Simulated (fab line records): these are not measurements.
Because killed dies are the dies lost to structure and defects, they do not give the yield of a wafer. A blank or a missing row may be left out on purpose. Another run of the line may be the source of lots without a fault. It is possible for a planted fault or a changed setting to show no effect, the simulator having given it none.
Which tool is to blame? -- flow sky130 -- 33 wafers from 11 lots sampled at 6 of the route's 708 steps

WHAT THE GAUGES READ, wafer by wafer
SKY_SONOS_ONO_THK_MEAS_03.
lot,measured,on,SONOS_ONO_CVD_02_THK (nm)
L170,day 11 06:22,film-metro-01,10.33 10.45 10.54
L172,day 12 01:50,film-metro-03,10.56 10.39 10.55
L174,day 12 18:54,film-metro-03,10.09 10.32 10.29
L175,day 13 04:28,film-metro-01,10.26 10.22 10.25
L176,day 13 19:14,film-metro-02,10.30 10.34 10.30
L177,day 13 22:14,film-metro-03,10.18 10.27 10.19
L178,day 14 03:29,film-metro-02,10.32 10.21 10.34
L182,day 16 00:14,film-metro-01,10.44 10.53 10.51
L184,day 16 06:20,film-metro-03,10.54 10.60 10.58
L186,day 16 21:58,film-metro-01,10.39 10.39 10.44
L188,day 17 20:32,film-metro-03,10.71 10.67 10.69

SKY_LDD_HVP_OVL_MEAS_07.
lot,measured,on,LDD_HVP_OVL (nm)
L170,day 21 02:43,overlay-01,1.8 0.4 -0.4
L172,day 22 10:37,overlay-01,-0.6 0.1 1.4
L174,day 23 01:11,overlay-02,1.3 1.5 4.2
L175,day 23 14:43,overlay-02,-0.6 -1.1 -1.0
L176,day 24 06:35,overlay-02,-2.2 -2.3 0.1
L177,day 24 11:10,overlay-02,-0.5 0.7 0.8
L178,day 24 13:13,overlay-02,-1.0 -0.6 0.8
L182,day 26 12:11,overlay-02,1.0 0.5 0.2
L184,day 26 14:05,overlay-01,1.5 2.4 0.4
L186,day 27 06:34,overlay-02,- - -
L188,day 28 04:13,overlay-02,-2.5 -2.3 -2.3

SKY_LDD_HVP_TW_MEAS_10.
lot,measured,on,LDD_HVP_TW
L170,day 21 03:01,film-metro-03,450 449 451
L172,day 22 10:55,film-metro-04,449 450 449
L174,day 23 01:29,film-metro-04,449 448 451
L175,day 23 15:01,film-metro-04,447 450 453
L176,day 24 06:53,film-metro-02,457 456 455
L177,day 24 11:28,film-metro-02,454 457 454
L178,day 24 13:31,film-metro-04,445 447 445
L182,day 26 12:29,film-metro-03,452 455 453
L184,day 26 14:22,film-metro-03,455 454 454
L186,day 27 06:52,film-metro-02,30 30 30 30 30 30
L188,day 28 04:31,film-metro-03,452 452 450

TOOL THAT RAN EACH LOT (tool first, then ch and the chambers of the sampled wafers, then the start)
lot,SKY_SONOS_ONO_STRIP_17,SKY_GATE_OXIDE_STRIP_13,SKY_LDD_HVP_EXPOSE_04
L170,"plasma-asher-02 ch 0,1, day 12 08:16","plasma-asher-03 ch 0,1, day 13 11:25","iline-stepper-02 ch 0, day 20 11:13"
L172,"plasma-asher-04 ch 0,1, day 13 04:08","plasma-asher-02 ch 0,1, day 14 08:43","iline-stepper-02 ch 0, day 21 19:34"
L174,"plasma-asher-02 ch 0,1, day 13 22:17","plasma-asher-01 ch 0,1, day 15 03:34","iline-stepper-01 ch 0, day 22 09:11"
L175,"plasma-asher-04 ch 0,1, day 14 08:17","plasma-asher-01 ch 0,1, day 15 14:32","iline-stepper-01 ch 0, day 23 00:32"
L176,"plasma-asher-01 ch 0,1, day 14 23:15","plasma-asher-03 ch 0,1, day 16 05:37","iline-stepper-02 ch 0, day 23 16:09"
L177,"plasma-asher-04 ch 0,1, day 15 04:03","plasma-asher-02 ch 0, day 16 11:08","iline-stepper-01 ch 0, day 23 21:09"
L178,"plasma-asher-01 ch 0,1, day 15 08:36","plasma-asher-02 ch 0,1, day 16 15:22","iline-stepper-01 ch 0, day 23 23:47"
L182,"plasma-asher-02 ch 0,1, day 17 07:33","plasma-asher-03 ch 0,1, day 18 17:17","iline-stepper-01 ch 0, day 25 22:16"
L184,"plasma-asher-02 ch 0,1, day 17 12:17","plasma-asher-03 ch 0,1, day 18 19:55","iline-stepper-01 ch 0, day 26 00:02"
L186,"plasma-asher-01 ch 0,1, day 18 03:59","plasma-asher-01 ch 0,1, day 19 11:31","iline-stepper-01 ch 0, day 26 17:46"
L188,"plasma-asher-01 ch 0,1, day 19 04:09","plasma-asher-02 ch 1, day 20 13:49","iline-stepper-02 ch 0, day 27 15:26"
- SKY_SONOS_ONO_STRIP_17: strips in O2/N2.
- SKY_GATE_OXIDE_STRIP_13: strips in O2/N2.
- SKY_LDD_HVP_EXPOSE_04: exposes mask HVPTM, target cd 700 nm.

AS READ BY THE TOOLS THEMSELVES (means over the sampled wafers that have a number; for cases with no such wafer, the mark the record gives instead)
SKY_SONOS_ONO_STRIP_17.
lot,tool,drypump-motor-current-A (A),oes-product-au (a.u.),strip-time-to-endpoint-s (s)
L170,plasma-asher-02,6.2,0.711,14.13
L172,plasma-asher-04,5.8,0.705,14.09
L174,plasma-asher-02,6.2,0.713,14.08
L175,plasma-asher-04,5.8,0.711,14.07
L176,plasma-asher-01,5.3,0.707,14.09
L177,plasma-asher-04,6.3,0.706,14.16
L178,plasma-asher-01,5.4,0.716,14.10
L182,plasma-asher-02,6.0,0.715,14.07
L184,plasma-asher-02,6.2,0.706,14.03
L186,plasma-asher-01,5.4,0.711,14.12
L188,plasma-asher-01,5.4,0.711,14.00

SKY_GATE_OXIDE_STRIP_13.
lot,tool,drypump-motor-current-A (A),oes-product-au (a.u.),strip-time-to-endpoint-s (s)
L170,plasma-asher-03,5.6,0.716,14.15
L172,plasma-asher-02,6.0,0.716,14.13
L174,plasma-asher-01,5.3,0.713,14.14
L175,plasma-asher-01,5.3,0.711,14.17
L176,plasma-asher-03,5.5,0.717,14.15
L177,plasma-asher-02,6.2,0.717,14.20
L178,plasma-asher-02,6.2,0.710,14.16
L182,plasma-asher-03,5.7,0.718,14.20
L184,plasma-asher-03,5.5,0.712,14.22
L186,plasma-asher-01,5.4,0.718,14.20
L188,plasma-asher-02,5.9,0.717,14.19

SKY_LDD_HVP_EXPOSE_04.
lot,tool,stage-vel-mm-s (mm/s)
L170,iline-stepper-02,500.04
L172,iline-stepper-02,499.77
L174,iline-stepper-01,500.09
L175,iline-stepper-01,500.11
L176,iline-stepper-02,499.99
L177,iline-stepper-01,499.97
L178,iline-stepper-01,500.16
L182,iline-stepper-01,500.17
L184,iline-stepper-01,499.79
L186,iline-stepper-01,500.22
L188,iline-stepper-02,499.78

THE ANSWER, worked out from the rows above alone
Rule: the lots themselves supply what counts as usual. The widest of any qualifying gaps counts: lots, ordered by their means at a reading, are off when they make up no more than a third of the lots, leave a main group of 4 or more, and stand apart from it by 3 or more times the standard deviation of that group's means. A main group whose means are all the same, to the digits that the tables above print for the reading, isn't used. A lot without any number at a reading at which 4 lots or more have one is off too. Where the step has rows for the other lots, those lots are counted as sound. First the gauges in route order, then the tools' own readings, where a lot's mean is used as printed above. The first step at which some lot is off is used, and at that step the reading that is off furthest; a lot without a number counts as furthest.
Off: at SKY_LDD_HVP_OVL_MEAS_07 (LDD_HVP_OVL), L186. Without a number there: L186. Mean 0.1 nm and standard deviation 1.3 in the main group.
If a tool, at a process step before that reading, ran all the lots that are off and no sound lot after the first of them, it fits. The gauges at SKY_LDD_HVP_OVL_MEAS_07 aren't tried: what is off there is off at SKY_LDD_HVP_TW_MEAS_10 too, on other tools, and a gauge's error can't cause that. This does not decide it: 2 tools fit, namely plasma-asher-01 at SKY_GATE_OXIDE_STRIP_13 and iline-stepper-01 at SKY_LDD_HVP_EXPOSE_04.

WHAT THE SIMULATOR PUT IN
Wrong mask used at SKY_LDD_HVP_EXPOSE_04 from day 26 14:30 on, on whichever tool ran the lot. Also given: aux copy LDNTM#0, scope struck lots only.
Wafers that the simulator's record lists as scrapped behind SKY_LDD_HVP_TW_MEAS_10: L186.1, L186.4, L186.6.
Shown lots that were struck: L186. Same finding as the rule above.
